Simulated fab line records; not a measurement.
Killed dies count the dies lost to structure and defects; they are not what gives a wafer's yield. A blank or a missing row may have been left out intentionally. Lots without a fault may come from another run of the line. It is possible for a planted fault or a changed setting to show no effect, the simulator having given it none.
Chamber matching -- flow gf180mcu -- 3 sister chambers for GF_VT_IMPLANT_WET_ETCH_50 on wet_bench-04
The step etches SiO2 in dHF, target depth 20 nm, time 400 s. 14 wafers are shown with their chamber, then 4 later ones without.

WAFERS PAIRED WITH THEIR CHAMBERS
wafer,chamber,bath_heat_duty_pct (%),run_length_s (s)
L904.3,3,7.6,424
L904.4,3,7.9,424
L904.5,3,7.1,424
L908.1,3,6.9,432
L908.4,3,7.0,432
L908.5,3,8.6,432
L914.1,2,6.2,424
L914.3,2,5.7,424
L914.4,2,4.8,424
L915.3,1,4.6,425
L915.4,1,6.2,425
L915.6,1,6.2,425
L919.3,2,5.3,424
L919.4,2,5.9,424

SIGNATURES (averages over the wafers above)
reading,chamber 1,chamber 2,chamber 3,scatter within a chamber
bath_heat_duty_pct,5.667,5.580,7.517,0.677
run_length_s,425.00,424.00,428.00,2.95
Rule: a wafer's distance from a chamber is the root of the sum, over the readings, of the square of ((its reading less the chamber's mean) divided by the reading's scatter). The wafer belongs to the nearest chamber; if the next one is less than 2 further off, it can't be placed. The scatter: take each reading less its chamber's mean, square it, sum over the shown wafers, divide by the number of wafers less the number of chambers, and take the root.

WAFERS WITHOUT THEIR CHAMBER
wafer,bath_heat_duty_pct (%),run_length_s (s)
L919.5,4.6,424
L920.1,7.1,425
L920.4,7.5,425
L920.5,7.2,425

WHICH CHAMBER EACH WENT THROUGH
wafer,from the rows above,in truth
L919.5,can't be placed: 2 or 1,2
L920.1,can't be placed: 3 or 1 or 2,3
L920.4,can't be placed: 3 or 1 or 2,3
L920.5,can't be placed: 3 or 1 or 2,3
Correctly placed: 0 of 4. From these rows, 4 cannot be placed; in 4 the true chamber is one of the candidates. Wrongly placed: 0.
